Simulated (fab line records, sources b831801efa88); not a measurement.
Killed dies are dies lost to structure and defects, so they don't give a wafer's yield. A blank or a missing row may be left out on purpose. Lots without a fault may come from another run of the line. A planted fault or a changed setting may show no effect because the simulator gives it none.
Chamber matching | flow sky130 | SKY_LI_CONTACT_CMP_02 on cmp-01: 4 sister chambers
The step polishes PSG. 20 wafers are shown with their chamber, then 10 later ones without.

WAFERS WITH THEIR CHAMBER
wafer  | chamber | motor_current_A (A) | time_to_endpoint_s (s)
L701.1 | 3       | 10.2                | 34.4
L701.2 | 1       | 11.8                | 30.9
L701.5 | 0       | 12.7                | 32.7
L702.2 | 3       | 10.0                | 31.9
L702.3 | 1       | 11.7                | 28.6
L702.5 | 0       | 13.6                | 32.6
L704.1 | 1       | 10.7                | 31.1
L704.2 | 0       | 13.0                | 33.8
L704.3 | 2       | 10.5                | 31.9
L707.2 | 2       | 10.9                | 31.0
L707.3 | 0       | 12.1                | 34.3
L707.4 | 1       | 11.8                | 35.5
L708.1 | 2       | 11.1                | 29.7
L708.3 | 3       | 10.5                | 29.3
L708.4 | 1       | 11.7                | 31.3
L718.1 | 2       | 11.1                | 31.3
L718.2 | 0       | 13.0                | 31.6
L718.3 | 1       | 11.4                | 28.4
L719.1 | 0       | 12.8                | 29.7
L719.3 | 3       | 10.4                | 31.9

SIGNATURES (means of the wafers above)
reading            | chamber 0 | chamber 1 | chamber 2 | chamber 3 | scatter within a chamber
motor_current_A    | 12.867    | 11.517    | 10.900    | 10.275    | 0.394
time_to_endpoint_s | 32.450    | 30.967    | 30.975    | 31.875    | 1.97
Rule: a wafer's distance from a chamber is the root of the sum, over the readings, of the square of ((its reading less the chamber's mean) divided by the reading's scatter). The wafer belongs to the nearest chamber; if the next one is less than 2 further off, it can't be placed. The scatter: the root of (the sum of the squares of (reading less its chamber's mean) over the shown wafers, divided by (wafers less chambers)).

WAFERS WITHOUT THEIR CHAMBER
wafer  | motor_current_A (A) | time_to_endpoint_s (s)
L719.4 | 11.7                | 29.3
L720.2 | 10.7                | 31.7
L720.3 | 12.6                | 30.2
L720.4 | 11.2                | 34.4
L723.1 | 12.6                | 29.4
L723.3 | 11.5                | 29.2
L723.5 | 10.7                | 29.3
L722.1 | 11.3                | 28.1
L722.2 | 10.6                | 31.0
L722.4 | 10.1                | 33.1

WHICH CHAMBER EACH WENT THROUGH
wafer  | from the rows above          | in truth
L719.4 | can't be placed: 1 or 2      | 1
L720.2 | can't be placed: 2 or 3 or 1 | 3
L720.3 | can't be placed: 0 or 1      | 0
L720.4 | can't be placed: 2 or 1 or 3 | 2
L723.1 | can't be placed: 0 or 1      | 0
L723.3 | can't be placed: 1 or 2      | 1
L723.5 | can't be placed: 2 or 3 or 1 | 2
L722.1 | can't be placed: 1 or 2 or 3 | 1
L722.2 | can't be placed: 2 or 3 or 1 | 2
L722.4 | can't be placed: 3 or 2      | 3
Placed correctly: 0 of 10. Can't be placed from these rows: 10 (the true chamber is among the candidates in 10). Placed wrongly: 0.
